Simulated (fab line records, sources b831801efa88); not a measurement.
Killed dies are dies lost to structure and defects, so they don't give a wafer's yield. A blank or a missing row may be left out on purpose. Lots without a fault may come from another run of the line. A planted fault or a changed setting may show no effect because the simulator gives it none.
Which tool did it? | flow gf180mcu | 13 lots, 39 wafers sampled, at 4 steps of a route of 602

WHAT THE GAUGES READ, wafer by wafer
GF_NWELL_OVL_MEAS_07.
lot  | measured    | on         | NWELL_OVL (nm)
L304 | day 3 06:25 | overlay-02 | -1.6 -0.3 -0.8
L305 | day 3 12:04 | overlay-02 | -0.9 -1.2 -1.6
L306 | day 3 16:10 | overlay-02 | 0.1 -0.7 0.4
L307 | day 4 00:37 | overlay-02 | 0.8 0.6 2.2
L308 | day 4 15:37 | overlay-01 | 0.3 1.0 1.6
L311 | day 4 23:31 | overlay-01 | 0.8 0.8 0.6
L312 | day 5 06:34 | overlay-02 | 2.7 3.9 2.6
L313 | day 5 12:06 | overlay-01 | -0.8 0.4 -0.2
L321 | day 7 03:31 | overlay-01 | 2.4 1.3 0.6
L323 | day 7 14:29 | overlay-02 | -0.8 0.0 -2.1
L324 | day 7 20:51 | overlay-01 | 2.1 2.4 0.8
L326 | day 8 06:16 | overlay-02 | 1.0 1.7 -0.2
L327 | day 8 10:46 | overlay-01 | 0.6 0.3 0.6

GF_POLY_GATE_CD_MEAS_18.
lot  | measured     | on        | cd_nm (nm)
L304 | day 9 01:28  | cd_sem-01 | 282.5 282.0 279.7
L305 | day 9 11:43  | cd_sem-01 | 279.9 281.3 279.7
L306 | day 9 13:41  | cd_sem-02 | 277.9 277.3 277.3
L307 | day 10 03:38 | cd_sem-02 | 280.7 279.9 282.8
L308 | day 10 23:57 | cd_sem-01 | 281.6 281.0 281.4
L311 | day 11 09:40 | cd_sem-01 | 277.0 279.5 280.5
L312 | day 12 04:49 | cd_sem-01 | 279.5 279.2 279.6
L313 | day 12 11:37 | cd_sem-02 | 277.2 279.4 276.7
L321 | day 14 08:48 | cd_sem-01 | 280.4 279.4 279.8
L323 | day 14 21:45 | cd_sem-01 | 279.1 277.3 281.8
L324 | day 15 04:16 | cd_sem-01 | 279.2 280.7 280.6
L326 | day 15 13:20 | cd_sem-01 | 278.2 281.0 278.7
L327 | day 15 19:34 | cd_sem-02 | 277.5 277.8 278.0

GF_NSD_TW_MEAS_12.
lot  | measured     | on            | NSD_TW
L304 | day 12 22:04 | film_metro-04 | 4232 4238 4239
L305 | day 13 10:08 | film_metro-04 | 4234 4240 4257
L306 | day 13 13:11 | film_metro-04 | 4217 4243 4248
L307 | day 14 05:51 | film_metro-02 | 4232 4222 4233
L308 | day 15 02:31 | film_metro-03 | 4245 4229 4220
L311 | day 15 16:35 | film_metro-03 | 4233 4235 4230
L312 | day 16 13:32 | film_metro-03 | 4241 4239 4234
L313 | day 16 23:49 | film_metro-03 | 4227 4222 4234
L321 | day 19 06:19 | film_metro-03 | 4248 4222 4248
L323 | day 19 20:47 | film_metro-02 | 4228 4225 4215
L324 | day 20 03:43 | film_metro-04 | 4232 4235 4253
L326 | day 20 13:49 | film_metro-03 | 4257 4269 4240
L327 | day 20 23:04 | film_metro-04 | 4269 4262 4263

WHICH TOOL RAN EACH LOT (tool, then ch and the chambers of the sampled wafers, then the start)
lot  | GF_HV_LDD_STRIP_22
L304 | plasma_asher-02 ch 0,1, day 10 12:28
L305 | plasma_asher-02 ch 0,1, day 11 00:02
L306 | plasma_asher-01 ch 0,1, day 11 02:27
L307 | plasma_asher-02 ch 0,1, day 11 15:40
L308 | plasma_asher-04 ch 0,1, day 12 11:07
L311 | plasma_asher-04 ch 0,1, day 12 22:16
L312 | plasma_asher-04 ch 0,1, day 13 17:13
L313 | plasma_asher-02 ch 0,1, day 14 02:58
L321 | plasma_asher-02 ch 0,1, day 16 04:28
L323 | plasma_asher-04 ch 0, day 16 17:46
L324 | plasma_asher-01 ch 0,1, day 17 00:19
L326 | plasma_asher-01 ch 0,1, day 17 09:44
L327 | plasma_asher-01 ch 0,1, day 17 17:28
- GF_HV_LDD_STRIP_22: strips in O2/N2.

WHAT THE TOOLS THEMSELVES READ (means of the sampled wafers that have a number; where no wafer has one, the mark that the record gives instead)
GF_HV_LDD_STRIP_22.
lot  | tool            | drypump_motor_current_A (A) | heater_power_w (W) | n2_flow_sccm (sccm) | oes_product_au (a.u.) | strip_time_to_endpoint_s (s)
L304 | plasma_asher-02 | 5.71                        | 332                | 300.1               | 0.715                 | 12.66
L305 | plasma_asher-02 | 5.71                        | 335                | 300.3               | 0.716                 | 12.62
L306 | plasma_asher-01 | 5.31                        | 321                | 300.4               | 0.715                 | 12.61
L307 | plasma_asher-02 | 5.84                        | 328                | 300.7               | 0.718                 | 12.62
L308 | plasma_asher-04 | 5.51                        | 382                | 300.3               | 0.721                 | 12.64
L311 | plasma_asher-04 | 5.50                        | 410                | 301.4               | 0.721                 | 12.63
L312 | plasma_asher-04 | 5.49                        | 384                | 300.8               | 0.720                 | 12.61
L313 | plasma_asher-02 | 5.71                        | 332                | 300.2               | 0.718                 | 12.65
L321 | plasma_asher-02 | 5.86                        | 324                | 300.6               | 0.875                 | -
L323 | plasma_asher-04 | 5.49                        | 352                | 300.9               | 0.717                 | 12.61
L324 | plasma_asher-01 | 5.28                        | 324                | 300.3               | 0.714                 | 12.63
L326 | plasma_asher-01 | 5.29                        | 334                | 300.0               | 0.713                 | 12.57
L327 | plasma_asher-01 | 5.30                        | 323                | 299.7               | 0.715                 | 12.60

THE ANSWER, worked out from the rows above alone
Rule: what is usual is taken from the lots themselves. Put in order of their means at a reading, lots are off if they are a third of the lots or fewer, leave a main group of 4 or more, and stand apart from it by a gap of 3 or more times the standard deviation of the main group's means; of several such gaps the widest counts. A main group whose means are all the same, to the digits that the tables above print for the reading, isn't used. A lot without any number at a reading at which 4 lots or more have one is off too. The other lots that the step has rows for count as sound. The gauges are gone through in route order, then the tools' own readings, and for those a lot's mean is taken as printed above. The first step at which some lot is off is used, and at that step the reading that is off furthest; a lot without a number counts as furthest.
Off: L321, at GF_HV_LDD_STRIP_22 (strip_time_to_endpoint_s). Without a number there: L321. The main group: mean 12.62 s, standard deviation 0.023.
A tool fits if, at that step or a process step before it, it ran every lot that is off, and no sound lot after the first of them. One fits: plasma_asher-02 at GF_HV_LDD_STRIP_22. Its last sound lot is L313 (day 14 02:58), its first lot that is off L321 (day 16 04:28): a fault that began between those two fits.
The tool's own readings at GF_HV_LDD_STRIP_22 bear it out: on the lots that are off they differ by more than 5 times the standard deviation of the sound lots' means. oes_product_au reads 0.875 a.u. there against 0.717 a.u. on the sound lots.
Blank at GF_HV_LDD_STRIP_22 on the lots that are off, where sound lots have numbers: strip_time_to_endpoint_s.

WHAT THE SIMULATOR HAD PUT IN
Strip aborted: plasma_asher-02, from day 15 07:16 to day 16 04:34, at GF_HV_LDD_STRIP_22. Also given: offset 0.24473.
Lots struck among those shown: L321. The rule above found the same.
